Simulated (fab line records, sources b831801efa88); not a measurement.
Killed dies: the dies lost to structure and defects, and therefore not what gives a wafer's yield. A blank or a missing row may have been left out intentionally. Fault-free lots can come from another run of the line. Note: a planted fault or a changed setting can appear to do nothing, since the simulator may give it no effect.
The tool behind it: which one? / flow sky130 / Sampling: 11 lots, 32 wafers, 5 of 708 route steps

WHAT EACH GAUGE READ, for each wafer
SKY_VIA4_THK_MEAS_01.
lot=L938; measured=day 41 22:36; on=filmMetro-01; VIA4_HDPCVD_THK (nm)=1754 1759 1758
lot=L940; measured=day 43 08:25; on=filmMetro-01; VIA4_HDPCVD_THK (nm)=1705 1717 1757
lot=L943; measured=day 43 13:26; on=filmMetro-01; VIA4_HDPCVD_THK (nm)=541 1749 1709
lot=L944; measured=day 43 19:26; on=filmMetro-03; VIA4_HDPCVD_THK (nm)=561 551
lot=L949; measured=day 45 10:11; on=filmMetro-04; VIA4_HDPCVD_THK (nm)=1763 1723 1740
lot=L951; measured=day 45 14:48; on=filmMetro-01; VIA4_HDPCVD_THK (nm)=1762 1769 1718
lot=L956; measured=day 47 02:24; on=filmMetro-01; VIA4_HDPCVD_THK (nm)=1734 1748 1745
lot=L958; measured=day 47 08:16; on=filmMetro-03; VIA4_HDPCVD_THK (nm)=1709 1733 1739
lot=L957; measured=day 47 09:25; on=filmMetro-04; VIA4_HDPCVD_THK (nm)=1741 1760 1745
lot=L959; measured=day 47 12:17; on=filmMetro-04; VIA4_HDPCVD_THK (nm)=1759 1710 1711
lot=L960; measured=day 47 14:43; on=filmMetro-03; VIA4_HDPCVD_THK (nm)=1751 1761 1749

EACH LOT AND THE TOOL THAT RAN IT (in order: tool; ch and the chambers of the sampled wafers; start)
lot=L938; SKY_VIA3_STRIP_16=plasmaAsher-04 ch 0,1, day 39 19:33; SKY_METAL4_SPUTTER_03=pvdSputter-04, day 39 20:55; SKY_CAP2M_SPUTTER_02=pvdSputter-01, day 39 21:04; SKY_VIA4_HDPCVD_00=hdpcvd-01 ch 0,1, day 41 22:25
lot=L940; SKY_VIA3_STRIP_16=plasmaAsher-04 ch 0,1, day 41 06:25; SKY_METAL4_SPUTTER_03=pvdSputter-01, day 41 07:48; SKY_CAP2M_SPUTTER_02=pvdSputter-04, day 41 07:57; SKY_VIA4_HDPCVD_00=hdpcvd-01 ch 0,1, day 43 08:14
lot=L943; SKY_VIA3_STRIP_16=plasmaAsher-03 ch 0,1, day 41 12:03; SKY_METAL4_SPUTTER_03=pvdSputter-01, day 41 13:33; SKY_CAP2M_SPUTTER_02=pvdSputter-02, day 41 13:42; SKY_VIA4_HDPCVD_00=hdpcvd-01 ch 0,1,2, day 43 13:16
lot=L944; SKY_VIA3_STRIP_16=plasmaAsher-02 ch 1, day 41 17:22; SKY_METAL4_SPUTTER_03=pvdSputter-01, day 41 18:46; SKY_CAP2M_SPUTTER_02=pvdSputter-01, day 41 18:55; SKY_VIA4_HDPCVD_00=hdpcvd-01 ch 0, day 43 19:15
lot=L949; SKY_VIA3_STRIP_16=plasmaAsher-02 ch 0,1, day 43 11:45; SKY_METAL4_SPUTTER_03=pvdSputter-04, day 43 13:04; SKY_CAP2M_SPUTTER_02=pvdSputter-02, day 43 13:13; SKY_VIA4_HDPCVD_00=hdpcvd-02 ch 0,1,2, day 45 10:04
lot=L951; SKY_VIA3_STRIP_16=plasmaAsher-02 ch 0,1, day 43 16:24; SKY_METAL4_SPUTTER_03=pvdSputter-01, day 43 17:43; SKY_CAP2M_SPUTTER_02=pvdSputter-04, day 43 17:52; SKY_VIA4_HDPCVD_00=hdpcvd-02 ch 0,1,2, day 45 14:41
lot=L956; SKY_VIA3_STRIP_16=plasmaAsher-03 ch 0,1, day 45 04:57; SKY_METAL4_SPUTTER_03=pvdSputter-01, day 45 06:20; SKY_CAP2M_SPUTTER_02=pvdSputter-04, day 45 06:29; SKY_VIA4_HDPCVD_00=hdpcvd-01 ch 0,1, day 47 02:13
lot=L958; SKY_VIA3_STRIP_16=plasmaAsher-02 ch 0,1, day 45 10:36; SKY_METAL4_SPUTTER_03=pvdSputter-01, day 45 12:02; SKY_CAP2M_SPUTTER_02=pvdSputter-02, day 45 12:11; SKY_VIA4_HDPCVD_00=hdpcvd-01 ch 0,2, day 47 08:05
lot=L957; SKY_VIA3_STRIP_16=plasmaAsher-02 ch 0,1, day 45 11:56; SKY_METAL4_SPUTTER_03=pvdSputter-04, day 45 13:14; SKY_CAP2M_SPUTTER_02=pvdSputter-02, day 45 13:23; SKY_VIA4_HDPCVD_00=hdpcvd-01 ch 0,1,2, day 47 09:13
lot=L959; SKY_VIA3_STRIP_16=plasmaAsher-02 ch 0,1, day 45 14:28; SKY_METAL4_SPUTTER_03=pvdSputter-01, day 45 15:49; SKY_CAP2M_SPUTTER_02=pvdSputter-02, day 45 15:58; SKY_VIA4_HDPCVD_00=hdpcvd-02 ch 0,2, day 47 12:06
lot=L960; SKY_VIA3_STRIP_16=plasmaAsher-02 ch 0,1, day 45 18:40; SKY_METAL4_SPUTTER_03=pvdSputter-04, day 45 20:01; SKY_CAP2M_SPUTTER_02=pvdSputter-01, day 45 20:10; SKY_VIA4_HDPCVD_00=hdpcvd-02 ch 1,2, day 47 14:32
- SKY_VIA3_STRIP_16: strips in O2/N2.
- SKY_METAL4_SPUTTER_03: material Ti, target thk 5 nm, time 3.3 s.
- SKY_CAP2M_SPUTTER_02: material TiN, target thk 200 nm, time 166.7 s.
- SKY_VIA4_HDPCVD_00: deposits SiO2, target thk 1750 nm, time 291.7 s.

THE ANSWER, worked out from the rows above alone
Rule: what is usual is taken from the lots themselves. Put in order of their means at a reading, lots are off if they are a third of the lots or fewer, leave a main group of 4 or more, and stand apart from it by a gap of 3 or more times the standard deviation of the main group's means; of several such gaps the widest counts. Not used: any main group whose means are identical at the precision the tables above print for the reading. A lot without any number at a reading at which 4 lots or more have one is off too. The other lots that the step has rows for count as sound.
Off: at SKY_VIA4_THK_MEAS_01 (VIA4_HDPCVD_THK), L943, L944. For the main group the mean is 1741 nm and the standard deviation 11.
A tool fits if, at a process step before that reading, it ran every lot that is off, and no sound lot after the first of them. Those tools and the gauges at SKY_VIA4_THK_MEAS_01 are tried in the same way. Of those tried, none fits.

WHAT THE SIMULATOR HAD INSERTED
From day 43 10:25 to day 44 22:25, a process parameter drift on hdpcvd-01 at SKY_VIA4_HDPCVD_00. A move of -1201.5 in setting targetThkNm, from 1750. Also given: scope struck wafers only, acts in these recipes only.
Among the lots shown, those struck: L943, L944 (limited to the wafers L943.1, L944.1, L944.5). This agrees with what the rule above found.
